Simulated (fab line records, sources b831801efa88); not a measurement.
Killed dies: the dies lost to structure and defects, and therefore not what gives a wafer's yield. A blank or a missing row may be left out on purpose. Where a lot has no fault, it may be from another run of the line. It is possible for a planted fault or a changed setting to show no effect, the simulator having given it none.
fab line records ; flow sky130 ; part 1 of 2: steps 1 to 28 of 40
record lots=5; wafers=15; lastDay=49
route steps=708 shown VIA3@577 METAL4@598 CAP2M@603
lots untouched by any fault: they come from a run of this same line in which no faults occurred
startH: hours from the record's opening day to when the first of the lot's shown wafers began ; waitH: hours elapsed since this lot's preceding step ; " as in the row above ; L1.1+2: a single row standing in for several wafers ; - value missing, or start not given ; * or withheld: withheld ; < > ~ a bound
route shown NAME@n: NAME is a module with steps in the file, n the number in the route of the first one ; usual: mean/standard deviation of fault-free wafers ; same: alike in all rows ; chamber/n: place in a boat ; sites: readings site by site ; _std_site: their standard deviation ; _edge_site: the outer-site mean with the inner-site mean subtracted ; radiusMm: how far each site lies from the wafer's centre ; mask NAME#n: copy n ; behind: tool/chamber where the wafer was last shaped ; hold: why the lot went on hold/how many hours it stayed there/how the hold came to an end ; device: which transistor (n, p or np) failed to switch ; end of line: the tests these same wafers got at the end of their route ; step lacking rows: just its recipe ; killed: not the wafer's yield, but the dies lost to structure and defects at the first sort ; map: a wafer's dies, x killed, . not, _ none there
set.NAME: setting as actually run; set.NAME@STEP: the setting as run at that earlier step ; model.NAME: the simulator's own value behind a step, which no gauge read
certain route steps with their lots: each step a table, each wafer a row
services: a tool's chamber out of use, with start hour (startH, from the record's first day; less than 0 if before it), hours out, and reason
## steps
# step SKY_VIA3_DEHYDRATE_04
# recipe tempC=200; timeS=60
lot.wafer;tool;chamber;startH;waitH
L079.1+2+5;lithoTrack-01;0;966.57;11.3
L082.1+4+6;lithoTrack-01;0;973.92;12.5
L083.1+3+4;lithoTrack-03;0;980.75;11.1
L085.2+3+4;lithoTrack-03;0;995.58;11.6
L094.2+3+4;lithoTrack-03;0;1053.28;10.1
# step SKY_VIA3_HMDS_05
# recipe primeTimeS=60; primeTempC=120
lot.wafer;tool;chamber;startH;waitH
L079.1+2+5;lithoTrack-01;0;966.72;0.1
L082.1+4+6;lithoTrack-01;0;974.07;0.1
L083.1+3+4;lithoTrack-03;0;980.90;0.1
L085.2+3+4;lithoTrack-03;0;995.73;0.1
L094.2+3+4;lithoTrack-03;0;1053.43;0.1
# step SKY_VIA3_COAT_06
# recipe resist=BARC; tempC=withheld; timeS=withheld; spinRpm=3000; resistThkNm=60
lot.wafer;tool;chamber;startH;waitH
L079.1+2+5;lithoTrack-01;0;966.87;0.1
L082.1+4+6;lithoTrack-01;0;974.22;0.1
L083.1+3+4;lithoTrack-03;0;981.05;0.1
L085.2+3+4;lithoTrack-03;0;995.88;0.1
L094.2+3+4;lithoTrack-03;0;1053.58;0.1
# step SKY_VIA3_COAT_07
# recipe resist=KrF-thick; spinRpm=3000; resistThkNm=450
lot.wafer;tool;chamber;startH;waitH
L079.1+2+5;lithoTrack-01;0;-;-
L082.1+4+6;lithoTrack-01;0;-;-
L083.1+3+4;lithoTrack-03;0;-;-
L085.2+3+4;lithoTrack-03;0;-;-
L094.2+3+4;lithoTrack-03;0;-;-
# step SKY_VIA3_SOFTBAKE_08
# recipe tempC=98.81; timeS=90; resist=KrF-thick
lot.wafer;tool;chamber;startH;waitH
L079.1+2+5;lithoTrack-01;0;-;-
L082.1+4+6;lithoTrack-01;0;-;-
L083.1+3+4;lithoTrack-03;0;-;-
L085.2+3+4;lithoTrack-03;0;-;-
L094.2+3+4;lithoTrack-03;0;-;-
# step SKY_VIA3_EXPOSE_09
# recipe maskId=VIM3; na=0.8; sourceShape=annular; sigmaInner=0.55; sigmaOuter=0.85; targetCdNm=200; doseMj=38
# same sigmaInner=0.55
lot.wafer;tool;chamber;startH;waitH;mask
L079.1+2+5;krfScanner-02;0;-;-;VIM3#0
L082.1+4+6;krfScanner-02;0;-;-;VIM3#0
L083.1+3+4;krfScanner-01;0;-;-;VIM3#0
L085.2+3+4;krfScanner-01;0;-;-;VIM3#0
L094.2+3+4;krfScanner-01;0;-;-;VIM3#0
# step SKY_VIA3_PEB_10
# recipe pebTempC=withheld; pebTimeS=withheld; resist=KrF-thick
lot.wafer;tool;chamber;startH;waitH
L079.1+2+5;lithoTrack-03;0;-;-
L082.1+4+6;lithoTrack-03;0;-;-
L083.1+3+4;lithoTrack-04;0;-;-
L085.2+3+4;lithoTrack-01;0;-;-
L094.2+3+4;lithoTrack-03;0;-;-
# step SKY_VIA3_DEVELOP_11
# recipe developTimeS=60; resist=KrF-thick; devTempC=21
lot.wafer;tool;chamber;startH;waitH
L079.1+2+5;lithoTrack-03;0;-;-
L082.1+4+6;lithoTrack-03;0;-;-
L083.1+3+4;lithoTrack-04;0;-;-
L085.2+3+4;lithoTrack-01;0;-;-
L094.2+3+4;lithoTrack-03;0;-;-
# step SKY_VIA3_CD_MEAS_12
# recipe targetCdNm=200
# usual cdNm=199.6/1.3
lot.wafer;tool;chamber;startH;waitH;cdNm
L079.1;cdSem-01;-;979.25;-;199.9
L079.2;cdSem-01;-;979.25;-;199.1
L079.5;cdSem-01;-;979.25;-;198.9
L082.1;cdSem-01;-;985.35;-;200.6
L082.4;cdSem-01;-;985.35;-;200.6
L082.6;cdSem-01;-;985.35;-;199.6
L083.1;cdSem-01;-;993.21;-;198.1
L083.3;cdSem-01;-;993.21;-;196.0
L083.4;cdSem-01;-;993.21;-;196.8
L085.2;cdSem-02;-;1006.84;-;200.4
L085.3;cdSem-02;-;1006.84;-;199.4
L085.4;cdSem-02;-;1006.84;-;198.3
L094.2;cdSem-01;-;1064.67;-;199.6
L094.3;cdSem-01;-;1064.67;-;198.6
L094.4;cdSem-01;-;1064.67;-;200.1
# step SKY_VIA3_OVL_MEAS_13
# usual VIA3_OVL=-5/5.8
lot.wafer;tool;chamber;startH;waitH;VIA3_OVL[nm]
L079.1;overlay-01;-;979.37;0.1;-2
L079.2;overlay-01;-;979.37;0.1;-10
L079.5;overlay-01;-;979.37;0.1;-7
L082.1;overlay-02;-;985.47;0.1;0
L082.4;overlay-02;-;985.47;0.1;0
L082.6;overlay-02;-;985.47;0.1;0
L083.1;overlay-01;-;993.33;0.1;-9
L083.3;overlay-01;-;993.33;0.1;-9
L083.4;overlay-01;-;993.33;0.1;-9
L085.2;overlay-02;-;1006.95;0.1;-5
L085.3;overlay-02;-;1006.95;0.1;-8
L085.4;overlay-02;-;1006.95;0.1;-2
L094.2;overlay-01;-;1064.78;0.1;-13
L094.3;overlay-01;-;1064.78;0.1;-11
L094.4;overlay-01;-;1064.78;0.1;-10
# step SKY_VIA3_ETCH_14
# recipe chemistry=N2/H2; target=BARC; ionEnergyEv=200; sourceW=500; biasW=100; pressureMtorr=30; n2FlowSccm=100; h2FlowSccm=200; stopOn=SiO2; timeS=45.9; targetDepthA=600
# usual drypumpMotorCurrentA=5.7/0.55; oesProductAu=0.854/0.0048; rfFwdPowerW=495.3/2; throttleValvePct=13.226/0.0086
lot.wafer;tool;chamber;startH;waitH;drypumpMotorCurrentA;oesProductAu;rfFwdPowerW;rfHoursCounterH;throttleValvePct
L079.1;rieDiel-02;2;979.41;0.0;5.2;0.858;497.3;13;13.222
L079.2;rieDiel-02;3;979.41;0.0;5.7;0.846;497.9;25;13.236
L079.5;rieDiel-02;2;979.41;0.0;5.2;0.853;499.0;-;13.223
L082.1;rieDiel-02;3;985.51;0.0;5.7;0.846;498.6;25;13.235
L082.4;rieDiel-02;0;985.51;0.0;5.8;0.859;494.8;13;13.228
L082.6;rieDiel-02;3;985.51;0.0;5.7;0.846;498.0;-;13.212
L083.1;rieDiel-04;3;993.37;0.0;6.6;0.859;499.1;23;13.224
L083.3;rieDiel-04;1;993.37;0.0;6.0;0.861;495.3;23;13.222
L083.4;rieDiel-04;2;993.37;0.0;5.2;0.859;493.0;6;13.213
L085.2;rieDiel-03;3;1006.98;0.0;4.7;0.858;493.8;19;13.221
L085.3;rieDiel-03;0;1006.98;0.0;5.8;0.858;497.5;27;13.233
L085.4;rieDiel-03;1;1006.98;0.0;5.5;0.860;496.3;6;13.235
L094.2;rieDiel-02;2;1064.81;0.0;5.2;0.852;497.2;16;13.230
L094.3;rieDiel-02;1;1064.81;0.0;6.0;0.855;496.2;7;13.232
L094.4;rieDiel-02;0;1064.81;0.0;5.8;0.844;493.7;-;13.218
# step SKY_VIA3_ETCH_15
# recipe target=SiO2; chemistry=C4F8/O2/Ar; targetDepthNm=507; stopOn=TiN; maskMaterial=KrF-thick; sourceW=1500; biasW=1200; pressureMtorr=40; c4f8FlowSccm=withheld; O2_flow_sccm=6; Ar_flow_sccm=300; timeS=78
# usual oesProductAu=0.947/0.0045; rfFwdPowerW=1490/5.2
lot.wafer;tool;chamber;startH;waitH;oesProductAu;rfFwdPowerW;rfHoursCounterH
L079.1;rieDiel-02;2;979.45;0.0;0.949;1481;13
L079.2;rieDiel-02;3;979.45;0.0;0.949;1495;25
L079.5;rieDiel-02;2;979.45;0.0;0.941;1486;-
L082.1;rieDiel-02;3;985.55;0.0;0.952;1498;25
L082.4;rieDiel-02;0;985.55;0.0;0.947;1492;13
L082.6;rieDiel-02;3;985.55;0.0;0.945;1494;-
L083.1;rieDiel-04;3;993.41;0.0;0.945;1488;23
L083.3;rieDiel-04;1;993.41;0.0;0.943;1493;23
L083.4;rieDiel-04;2;993.41;0.0;0.945;1485;6
L085.2;rieDiel-03;3;1007.02;0.0;0.945;1483;19
L085.3;rieDiel-03;0;1007.02;0.0;0.942;1491;27
L085.4;rieDiel-03;1;1007.02;0.0;0.944;1492;6
L094.2;rieDiel-02;2;1064.85;0.0;0.949;1493;16
L094.3;rieDiel-02;1;1064.85;0.0;0.950;1490;7
L094.4;rieDiel-02;0;1064.85;0.0;0.944;1490;-
# step SKY_VIA3_STRIP_16
# recipe chemistry=O2/N2; powerW=1400; pressureMtorr=1500; platenTempC=withheld; o2FlowSccm=3000; n2FlowSccm=300; overashFraction=0.5
# usual drypumpMotorCurrentA=5.8/0.61; oesProductAu=0.402/0.0045; stripTimeToEndpointS=4.132/0.022
lot.wafer;tool;chamber;startH;waitH;drypumpMotorCurrentA;oesProductAu;rfHoursCounterH;stripTimeToEndpointS
L079.1;plasmaAsher-04;0;979.51;0.0;6.0;0.404;24;4.158
L079.2;plasmaAsher-04;1;979.51;0.0;4.9;0.398;24;4.134
L079.5;plasmaAsher-04;1;979.51;0.0;4.9;0.407;-;4.189
L082.1;plasmaAsher-01;0;985.61;0.0;6.5;0.402;52;4.134
L082.4;plasmaAsher-01;0;985.61;0.0;6.5;0.404;-;4.149
L082.6;plasmaAsher-01;0;985.61;0.0;6.5;0.404;-;4.144
L083.1;plasmaAsher-01;0;993.47;0.0;6.5;0.409;53;4.159
L083.3;plasmaAsher-01;0;993.47;0.0;6.5;0.400;-;4.124
L083.4;plasmaAsher-01;1;993.47;0.0;6.1;0.403;-;4.141
L085.2;plasmaAsher-04;0;1007.08;0.0;6.0;0.398;27;4.164
L085.3;plasmaAsher-04;1;1007.08;0.0;4.9;0.408;-;4.140
L085.4;plasmaAsher-04;0;1007.08;0.0;6.0;0.403;-;4.106
L094.2;plasmaAsher-03;0;1064.91;0.0;4.9;0.406;0;4.184
L094.3;plasmaAsher-03;1;1064.91;0.0;5.9;0.398;-;4.136
L094.4;plasmaAsher-03;0;1064.91;0.0;4.9;0.397;-;4.130
# step SKY_VIA3_STRIP_17
# recipe chemistry=postEtchResidueRemover; timeS=1200; tempC=72.5
# usual tempC=72.50/0.13
lot.wafer;tool;chamber;startH;waitH;tempC
L079.1;wetBench-01;3;979.61;0.1;72.41
L079.2;wetBench-01;3;979.61;0.1;72.43
L079.5;wetBench-01;3;979.61;0.1;72.23
L082.1;wetBench-04;1;985.71;0.1;72.55
L082.4;wetBench-04;1;985.71;0.1;72.40
L082.6;wetBench-04;1;985.71;0.1;72.54
L083.1;wetBench-03;0;993.57;0.1;72.55
L083.3;wetBench-03;0;993.57;0.1;72.54
L083.4;wetBench-03;0;993.57;0.1;72.51
L085.2;wetBench-01;3;1007.18;0.1;72.65
L085.3;wetBench-01;3;1007.18;0.1;72.63
L085.4;wetBench-01;3;1007.18;0.1;72.61
L094.2;wetBench-01;3;1065.01;0.1;72.60
L094.3;wetBench-01;3;1065.01;0.1;72.43
L094.4;wetBench-01;3;1065.01;0.1;72.68
# step SKY_VIA3_CLEAN_18
# recipe chemistry=IPA; timeS=180; tempC=25
# usual tempC=25.03/0.11
lot.wafer;tool;chamber;startH;waitH;tempC
L079.1;wetBench-01;0;980.36;0.0;25.13
L079.2;wetBench-01;0;980.36;0.0;25.10
L079.5;wetBench-01;0;980.36;0.0;25.12
L082.1;wetBench-03;3;986.05;0.0;24.78
L082.4;wetBench-03;3;986.05;0.0;24.91
L082.6;wetBench-03;3;986.05;0.0;25.00
L083.1;wetBench-04;2;993.91;0.0;24.99
L083.3;wetBench-04;2;993.91;0.0;25.04
L083.4;wetBench-04;2;993.91;0.0;25.19
L085.2;wetBench-03;0;1007.55;0.0;24.96
L085.3;wetBench-03;0;1007.55;0.0;24.97
L085.4;wetBench-03;0;1007.55;0.0;24.99
L094.2;wetBench-04;2;1065.35;0.0;25.18
L094.3;wetBench-04;2;1065.35;0.0;25.14
L094.4;wetBench-04;2;1065.35;0.0;25.21
# step SKY_VIA3_CLEAN_19
# recipe chemistry=O3/DIW; dry=n2Spin
lot.wafer;tool;chamber;startH;waitH
L079.1+2+5;wetBench-03;3;980.48;0.0
L082.1+4+6;wetBench-04;0;986.11;0.0
L083.1+3+4;wetBench-01;3;993.97;0.0
L085.2+3+4;wetBench-04;1;1007.61;0.0
L094.2+3+4;wetBench-03;2;1065.41;0.0
# step SKY_VIA3_SPUTTER_20
# recipe material=TiN; targetThkNm=20; chamberPressurePa=5; powerW=4000; timeS=80
# usual throttleValvePct=29.9/1.1
lot.wafer;tool;chamber;startH;waitH;throttleValvePct
L079.1;pvdSputter-04;-;980.57;0.0;30.4
L079.2;pvdSputter-04;-;980.57;0.0;29.6
L079.5;pvdSputter-04;-;980.57;0.0;28.2
L082.1;pvdSputter-02;-;986.20;0.0;28.7
L082.4;pvdSputter-02;-;986.20;0.0;31.3
L082.6;pvdSputter-02;-;986.20;0.0;28.8
L083.1;pvdSputter-04;-;994.17;0.0;30.3
L083.3;pvdSputter-04;-;994.17;0.0;30.8
L083.4;pvdSputter-04;-;994.17;0.0;28.2
L085.2;pvdSputter-01;-;1007.70;0.0;31.1
L085.3;pvdSputter-01;-;1007.70;0.0;29.3
L085.4;pvdSputter-01;-;1007.70;0.0;30.3
L094.2;pvdSputter-04;-;1065.50;0.0;30.2
L094.3;pvdSputter-04;-;1065.50;0.0;28.5
L094.4;pvdSputter-04;-;1065.50;0.0;29.4
# step SKY_VIA3_CVD_21
# recipe material=W; targetThkNm=390; timeS=117.31; tempC=400; pressureTorr=40
# usual heaterPowerW=853/69
lot.wafer;tool;chamber;startH;waitH;heaterPowerW
L079.1;cvdW-02;1;980.64;0.0;874
L079.2;cvdW-02;0;980.64;0.0;813
L079.5;cvdW-02;0;980.64;0.0;814
L082.1;cvdW-02;0;986.26;0.0;805
L082.4;cvdW-02;0;986.26;0.0;826
L082.6;cvdW-02;0;986.26;0.0;811
L083.1;cvdW-01;0;994.23;0.0;759
L083.3;cvdW-01;1;994.23;0.0;948
L083.4;cvdW-01;0;994.23;0.0;744
L085.2;cvdW-01;0;1007.77;0.0;773
L085.3;cvdW-01;0;1007.77;0.0;770
L085.4;cvdW-01;1;1007.77;0.0;951
L094.2;cvdW-02;0;1065.56;0.0;833
L094.3;cvdW-02;1;1065.56;0.0;871
L094.4;cvdW-02;0;1065.56;0.0;805
# step SKY_VIA3_RS_MEAS_22
# recipe thkMeasGauge=four-point-probe; reads=W_of_VIA3_CVD_21+TiN_of_VIA3_SPUTTER_20
# usual VIA3_W_RS=0.2937/0.0023
lot.wafer;tool;chamber;startH;waitH;VIA3_W_RS[ohm/sq]
L079.1;filmMetro-01;-;980.76;0.1;0.2938
L079.2;filmMetro-01;-;980.76;0.1;0.2979
L079.5;filmMetro-01;-;980.76;0.1;0.2975
L082.1;filmMetro-02;-;986.39;0.1;0.2907
L082.4;filmMetro-02;-;986.39;0.1;0.2936
L082.6;filmMetro-02;-;986.39;0.1;0.2935
L083.1;filmMetro-01;-;994.35;0.1;0.2944
L083.3;filmMetro-01;-;994.35;0.1;0.2938
L083.4;filmMetro-01;-;994.35;0.1;0.2960
L085.2;filmMetro-02;-;1007.91;0.1;0.2923
L085.3;filmMetro-02;-;1007.91;0.1;0.2945
L085.4;filmMetro-02;-;1007.91;0.1;0.2985
L094.2;filmMetro-01;-;1065.71;0.1;0.2916
L094.3;filmMetro-01;-;1065.71;0.1;0.2925
L094.4;filmMetro-01;-;1065.71;0.1;0.2928
# step SKY_VIA3_THK_MEAS_23
# recipe thkMeasGauge=xrf; reads=W_of_VIA3_CVD_21
# usual VIA3_W_THK=383/6.7
lot.wafer;tool;chamber;startH;waitH;VIA3_W_THK[nm]
L079.1;filmMetro-01;-;980.88;0.1;392
L079.2;filmMetro-01;-;980.88;0.1;386
L079.5;filmMetro-01;-;980.88;0.1;386
L082.1;filmMetro-02;-;986.51;0.1;384
L082.4;filmMetro-02;-;986.51;0.1;383
L082.6;filmMetro-02;-;986.51;0.1;381
L083.1;filmMetro-01;-;994.47;0.1;390
L083.3;filmMetro-01;-;994.47;0.1;389
L083.4;filmMetro-01;-;994.47;0.1;389
L085.2;filmMetro-02;-;1008.02;0.1;381
L085.3;filmMetro-02;-;1008.02;0.1;382
L085.4;filmMetro-02;-;1008.02;0.1;374
L094.2;filmMetro-01;-;1065.82;0.1;388
L094.3;filmMetro-01;-;1065.82;0.1;392
L094.4;filmMetro-01;-;1065.82;0.1;390
# step SKY_VIA3_CMP_24
# recipe stopOn=SiO2; tOverpolishS=20; downForcePsi=3.5; platenRpm=61.2; targetThkNm=0; padVelocityMS=0.94248
# usual headPressurePsi=3.500/0.0077; motorCurrentA=10.9/0.76; overpolishRunS=20.001/0.009; timeToEndpointS=93.3/2.8
lot.wafer;tool;chamber;startH;waitH;headPressurePsi;motorCurrentA;overpolishRunS;timeToEndpointS
L079.1;cmp-01;0;980.99;0.1;3.487;10.7;19.992;89.8
L079.2;cmp-01;2;980.99;0.1;3.511;10.3;20.007;89.6
L079.5;cmp-01;0;980.99;0.1;3.501;11.8;19.991;90.6
L082.4;cmp-01;0;986.57;0.0;3.483;10.9;20.008;90.3
L082.1;cmp-01;3;986.57;0.0;3.510;11.2;20.008;96.2
L082.6;cmp-01;0;986.57;0.0;3.500;11.7;20.004;88.5
L083.3;cmp-02;1;994.53;0.0;3.509;12.3;19.991;94.3
L083.4;cmp-02;2;994.53;0.0;3.499;10.6;20.001;90.9
L083.1;cmp-02;3;994.53;0.0;3.489;11.2;20.004;93.9
L085.4;cmp-01;0;1008.07;0.0;3.503;11.6;20.006;91.2
L085.3;cmp-01;1;1008.07;0.0;3.503;10.5;20.004;93.9
L085.2;cmp-01;2;1008.07;0.0;3.497;10.3;20.011;95.4
L094.3;cmp-01;2;1065.87;0.0;3.490;10.2;19.997;91.5
L094.4;cmp-01;3;1065.87;0.0;3.504;10.6;20.008;93.5
L094.2;cmp-01;1;1065.87;0.0;3.494;10.0;20.001;94.7
# step SKY_METAL4_SPUTTER_00
# recipe material=Ti; targetThkNm=15; powerW=3000; timeS=10; chamberPressurePa=0.4
# usual throttleValvePct=29.9/1.1
lot.wafer;tool;chamber;startH;waitH;throttleValvePct
L079.1;pvdSputter-03;-;981.24;0.2;29.8
L079.2;pvdSputter-03;-;981.24;0.2;30.9
L079.5;pvdSputter-03;-;981.24;0.2;29.8
L082.1;pvdSputter-01;-;986.87;0.1;30.9
L082.4;pvdSputter-01;-;986.87;0.1;28.2
L082.6;pvdSputter-01;-;986.87;0.1;31.0
L083.1;pvdSputter-02;-;994.83;0.1;28.5
L083.3;pvdSputter-02;-;994.83;0.1;31.7
L083.4;pvdSputter-02;-;994.83;0.1;31.2
L085.2;pvdSputter-02;-;1008.37;0.1;29.1
L085.3;pvdSputter-02;-;1008.37;0.1;31.4
L085.4;pvdSputter-02;-;1008.37;0.1;28.7
L094.2;pvdSputter-03;-;1066.17;0.1;29.3
L094.3;pvdSputter-03;-;1066.17;0.1;29.8
L094.4;pvdSputter-03;-;1066.17;0.1;30.9
# step SKY_METAL4_SPUTTER_01
# recipe material=TiN; targetThkNm=20; powerW=6500; timeS=16.7; chamberPressurePa=0.4
# usual throttleValvePct=29.9/1.1
lot.wafer;tool;chamber;startH;waitH;throttleValvePct
L079.1;pvdSputter-03;-;981.26;0.0;29.9
L079.2;pvdSputter-03;-;981.26;0.0;30.9
L079.5;pvdSputter-03;-;981.26;0.0;29.4
L082.1;pvdSputter-01;-;986.89;0.0;31.1
L082.4;pvdSputter-01;-;986.89;0.0;28.6
L082.6;pvdSputter-01;-;986.89;0.0;30.6
L083.1;pvdSputter-02;-;994.85;0.0;28.5
L083.3;pvdSputter-02;-;994.85;0.0;31.7
L083.4;pvdSputter-02;-;994.85;0.0;31.6
L085.2;pvdSputter-02;-;1008.39;0.0;29.0
L085.3;pvdSputter-02;-;1008.39;0.0;31.1
L085.4;pvdSputter-02;-;1008.39;0.0;28.3
L094.2;pvdSputter-03;-;1066.19;0.0;29.2
L094.3;pvdSputter-03;-;1066.19;0.0;29.4
L094.4;pvdSputter-03;-;1066.19;0.0;31.1
# step SKY_METAL4_SPUTTER_02
# recipe material=AlCu; targetThkNm=735; powerW=10600; timeS=39.1; chamberPressurePa=0.4
# usual throttleValvePct=29.9/1.1
lot.wafer;tool;chamber;startH;waitH;throttleValvePct
L079.1;pvdSputter-03;-;981.29;0.0;29.9
L079.2;pvdSputter-03;-;981.29;0.0;31.1
L079.5;pvdSputter-03;-;981.29;0.0;29.7
L082.1;pvdSputter-01;-;986.91;0.0;31.2
L082.4;pvdSputter-01;-;986.91;0.0;28.4
L082.6;pvdSputter-01;-;986.91;0.0;30.7
L083.1;pvdSputter-02;-;994.88;0.0;28.4
L083.3;pvdSputter-02;-;994.88;0.0;31.6
L083.4;pvdSputter-02;-;994.88;0.0;31.2
L085.2;pvdSputter-02;-;1008.42;0.0;29.2
L085.3;pvdSputter-02;-;1008.42;0.0;31.1
L085.4;pvdSputter-02;-;1008.42;0.0;28.7
L094.2;pvdSputter-03;-;1066.21;0.0;29.3
L094.3;pvdSputter-03;-;1066.21;0.0;29.3
L094.4;pvdSputter-03;-;1066.21;0.0;31.1
# step SKY_METAL4_SPUTTER_03
# recipe material=Ti; targetThkNm=5; powerW=3000; timeS=3.3; chamberPressurePa=0.4
# usual throttleValvePct=29.9/1
lot.wafer;tool;chamber;startH;waitH;throttleValvePct
L079.1;pvdSputter-03;-;981.33;0.0;30.0
L079.2;pvdSputter-03;-;981.33;0.0;31.0
L079.5;pvdSputter-03;-;981.33;0.0;29.4
L082.1;pvdSputter-01;-;986.95;0.0;31.0
L082.4;pvdSputter-01;-;986.95;0.0;28.2
L082.6;pvdSputter-01;-;986.95;0.0;30.7
L083.1;pvdSputter-02;-;994.92;0.0;28.7
L083.3;pvdSputter-02;-;994.92;0.0;31.7
L083.4;pvdSputter-02;-;994.92;0.0;31.4
L085.2;pvdSputter-02;-;1008.45;0.0;28.9
L085.3;pvdSputter-02;-;1008.45;0.0;31.4
L085.4;pvdSputter-02;-;1008.45;0.0;28.7
L094.2;pvdSputter-03;-;1066.25;0.0;29.5
L094.3;pvdSputter-03;-;1066.25;0.0;29.9
L094.4;pvdSputter-03;-;1066.25;0.0;30.8
# step SKY_METAL4_SPUTTER_04
# recipe material=TiN; targetThkNm=70; powerW=6500; timeS=58.3; chamberPressurePa=0.4
# usual throttleValvePct=29.9/1.1
lot.wafer;tool;chamber;startH;waitH;throttleValvePct
L079.1;pvdSputter-03;-;981.34;0.0;30.1
L079.2;pvdSputter-03;-;981.34;0.0;30.9
L079.5;pvdSputter-03;-;981.34;0.0;29.5
L082.1;pvdSputter-01;-;986.97;0.0;30.9
L082.4;pvdSputter-01;-;986.97;0.0;28.5
L082.6;pvdSputter-01;-;986.97;0.0;30.9
L083.1;pvdSputter-02;-;994.94;0.0;28.3
L083.3;pvdSputter-02;-;994.94;0.0;32.0
L083.4;pvdSputter-02;-;994.94;0.0;31.4
L085.2;pvdSputter-02;-;1008.47;0.0;29.2
L085.3;pvdSputter-02;-;1008.47;0.0;31.3
L085.4;pvdSputter-02;-;1008.47;0.0;28.1
L094.2;pvdSputter-03;-;1066.27;0.0;29.3
L094.3;pvdSputter-03;-;1066.27;0.0;29.7
L094.4;pvdSputter-03;-;1066.27;0.0;30.8
# step SKY_CAP2M_CVD_00
# recipe material=SiO2; targetThkNm=15.5; tempC=400; timeS=withheld; rfW=450
# usual heaterPowerW=731/120; rfFwdPowerW=442.3/2.4
lot.wafer;tool;chamber;startH;waitH;heaterPowerW;rfFwdPowerW
L079.1;pecvd-01;1;981.39;0.0;653;445.8
L079.2;pecvd-01;0;981.39;0.0;752;444.3
L079.5;pecvd-01;0;981.39;0.0;744;446.8
L082.1;pecvd-03;1;987.02;0.0;647;437.8
L082.4;pecvd-03;2;987.02;0.0;789;440.4
L082.6;pecvd-03;1;987.02;0.0;644;439.9
L083.1;pecvd-02;1;994.99;0.0;616;441.2
L083.3;pecvd-02;0;994.99;0.0;751;444.4
L083.4;pecvd-02;2;994.99;0.0;709;443.9
L085.2;pecvd-01;2;1008.52;0.0;874;439.8
L085.3;pecvd-01;0;1008.52;0.0;792;444.6
L085.4;pecvd-01;1;1008.52;0.0;620;445.1
L094.2;pecvd-01;0;1066.32;0.0;839;442.9
L094.3;pecvd-01;2;1066.32;0.0;889;440.7
L094.4;pecvd-01;0;1066.32;0.0;833;441.0
# step SKY_CAP2M_THK_MEAS_01
# recipe reads=SiO2_of_CAP2M_CVD_00
# usual CAP2M_CVD_00_THK=15.43/0.22
lot.wafer;tool;chamber;startH;waitH;CAP2M_CVD_00_THK[nm]
L079.1;filmMetro-01;-;981.41;-;15.14
L079.2;filmMetro-01;-;981.41;-;15.33
L079.5;filmMetro-01;-;981.41;-;15.32
L082.1;filmMetro-04;-;987.04;-;15.19
L082.4;filmMetro-04;-;987.04;-;15.47
L082.6;filmMetro-04;-;987.04;-;15.25
L083.1;filmMetro-04;-;995.01;-;15.57
L083.3;filmMetro-04;-;995.01;-;15.61
L083.4;filmMetro-04;-;995.01;-;15.76
L085.2;filmMetro-02;-;1008.55;-;15.35
L085.3;filmMetro-02;-;1008.55;-;15.22
L085.4;filmMetro-02;-;1008.55;-;15.29
L094.2;filmMetro-02;-;1066.36;-;15.31
L094.3;filmMetro-02;-;1066.36;-;15.74
L094.4;filmMetro-02;-;1066.36;-;15.42
